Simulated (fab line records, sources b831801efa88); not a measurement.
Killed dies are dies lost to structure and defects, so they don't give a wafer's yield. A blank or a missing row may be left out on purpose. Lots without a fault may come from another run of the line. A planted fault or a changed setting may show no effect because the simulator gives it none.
Which tool did it? | flow sky130 | 14 lots, 42 wafers sampled, at 3 steps of a route of 708

WHAT THE GAUGES READ, wafer by wafer
SKY_LDD_P_CD_MEAS_07: target cd 380 nm. Usual: cd_nm 378.8 nm, standard deviation 2.2.
lot  | measured     | on        | cd_nm (nm)        | flag
L292 | day 19 17:57 | cd_sem-02 | 375.8 376.8 378.4 |
L293 | day 20 01:40 | cd_sem-02 | 376.4 375.7 377.9 |
L295 | day 20 12:03 | cd_sem-02 | 377.0 377.0 377.7 |
L296 | day 21 03:32 | cd_sem-02 | 382.7 381.1 382.6 |
L298 | day 21 19:46 | cd_sem-02 | 378.8 379.9 378.7 |
L297 | day 21 22:17 | cd_sem-02 | 381.4 380.6 380.9 |
L300 | day 22 02:39 | cd_sem-01 | 379.7 379.8 378.2 |
L301 | day 22 09:08 | cd_sem-01 | 376.3 377.7 379.2 |
L304 | day 23 22:34 | cd_sem-02 | 374.3 375.4 377.1 |
L309 | day 25 08:35 | cd_sem-01 | 378.1 380.5 379.0 |
L311 | day 26 01:56 | cd_sem-02 | 381.3 381.0 383.8 |
L312 | day 26 06:49 | cd_sem-01 | 375.9 374.7 376.4 |
L314 | day 26 16:42 | cd_sem-01 | 378.6 378.2 377.6 |
L315 | day 27 02:00 | cd_sem-01 | 377.0 374.9 378.8 |

SKY_LDD_P_TW_MEAS_11. Usual: LDD_P_TW 636, standard deviation 4.8.
lot  | measured     | on            | LDD_P_TW    | flag
L292 | day 19 18:21 | film_metro-02 | 635 633 638 |
L293 | day 20 02:04 | film_metro-03 | 636 633 630 |
L295 | day 20 12:27 | film_metro-02 | 633 629 630 |
L296 | day 21 03:55 | film_metro-04 | 646 641 641 |
L298 | day 21 20:10 | film_metro-02 | 638 633 633 |
L297 | day 21 22:41 | film_metro-04 | 636 640 640 |
L300 | day 22 03:03 | film_metro-04 | 645 642 641 |
L301 | day 22 09:31 | film_metro-04 | 639 641 642 |
L304 | day 23 22:58 | film_metro-04 | 635 638 637 |
L309 | day 25 08:59 | film_metro-03 | 632 636 638 |
L311 | day 26 02:19 | film_metro-03 | 629 631 634 |
L312 | day 26 07:12 | film_metro-04 | 637 642 641 |
L314 | day 26 17:06 | film_metro-04 | 645 642 646 |
L315 | day 27 02:23 | film_metro-04 | 640 641 636 |

WHICH TOOL RAN EACH LOT (tool, then ch and the chambers of the sampled wafers, then the start)
lot  | SKY_POLY_GATE_ETCH_16
L292 | rie_diel-03 ch 2,3, day 17 01:57
L293 | rie_diel-03 ch 0,1,2, day 17 08:24
L295 | rie_diel-03 ch 0,3, day 17 17:14
L296 | rie_diel-03 ch 0,1,2, day 18 09:22
L298 | rie_diel-01 ch 2,3, day 19 01:34
L297 | rie_diel-04 ch 0,1,3, day 19 04:21
L300 | rie_diel-03 ch 1,2, day 19 09:46
L301 | rie_diel-04 ch 0,1,3, day 19 16:08
L304 | rie_diel-04 ch 1,2, day 21 06:01
L309 | rie_diel-03 ch 2,3, day 22 17:37
L311 | rie_diel-03 ch 1,2,3, day 23 10:42
L312 | rie_diel-04 ch 0,2, day 23 15:44
L314 | rie_diel-03 ch 0,1,2, day 24 01:28
L315 | rie_diel-03 ch 0,2,3, day 24 11:32
- SKY_POLY_GATE_ETCH_16: etches Si3N4 in CH3F/O2, stops on poly-Si, time 147.5 s, target depth 75 nm.

WHAT THE TOOLS THEMSELVES READ (means of the sampled wafers that have a number; where no wafer has one, the mark that the record gives instead)
SKY_POLY_GATE_ETCH_16. Usual: drypump_motor_current_A 6.0 A, standard deviation 0.34; oes_product_au 0.639 a.u., standard deviation 0.0053; throttle_valve_pct 10.534 %, standard deviation 0.0089.
lot  | tool        | drypump_motor_current_A (A) | oes_product_au (a.u.) | throttle_valve_pct (%) | flag
L292 | rie_diel-03 | 5.9                         | 0.641                 | 10.533                 |
L293 | rie_diel-03 | 5.8                         | 0.636                 | 10.528                 |
L295 | rie_diel-03 | 5.7                         | 0.644                 | 10.532                 |
L296 | rie_diel-03 | 5.7                         | 0.632                 | 10.538                 |
L298 | rie_diel-01 | 6.0                         | 0.636                 | 10.536                 |
L297 | rie_diel-04 | 6.2                         | 0.639                 | 10.536                 |
L300 | rie_diel-03 | 5.8                         | 0.635                 | 10.528                 |
L301 | rie_diel-04 | 6.2                         | 0.639                 | 10.528                 |
L304 | rie_diel-04 | 5.8                         | 0.647                 | 10.543                 |
L309 | rie_diel-03 | 6.0                         | 0.638                 | 10.543                 |
L311 | rie_diel-03 | 6.0                         | 0.640                 | 10.530                 |
L312 | rie_diel-04 | 5.9                         | 0.642                 | 10.539                 |
L314 | rie_diel-03 | 5.8                         | 0.640                 | 10.535                 |
L315 | rie_diel-03 | 5.8                         | 0.643                 | 10.540                 |

THE ANSWER, worked out from the rows above alone
Rule: a lot is off if the mean of its wafers that have a number lies more than 3 standard deviations from the usual mean. A lot without any number at a reading at which 4 lots or more have one is off too. The other lots that the step has rows for count as sound. The gauges are gone through in route order, then the tools' own readings, and for those a lot's mean is taken as printed above. The first step at which some lot is off is used, and at that step the reading that is off furthest; a lot without a number counts as furthest.
No lot is off at any reading shown: from this, nothing can be told.

WHAT THE SIMULATOR HAD PUT IN
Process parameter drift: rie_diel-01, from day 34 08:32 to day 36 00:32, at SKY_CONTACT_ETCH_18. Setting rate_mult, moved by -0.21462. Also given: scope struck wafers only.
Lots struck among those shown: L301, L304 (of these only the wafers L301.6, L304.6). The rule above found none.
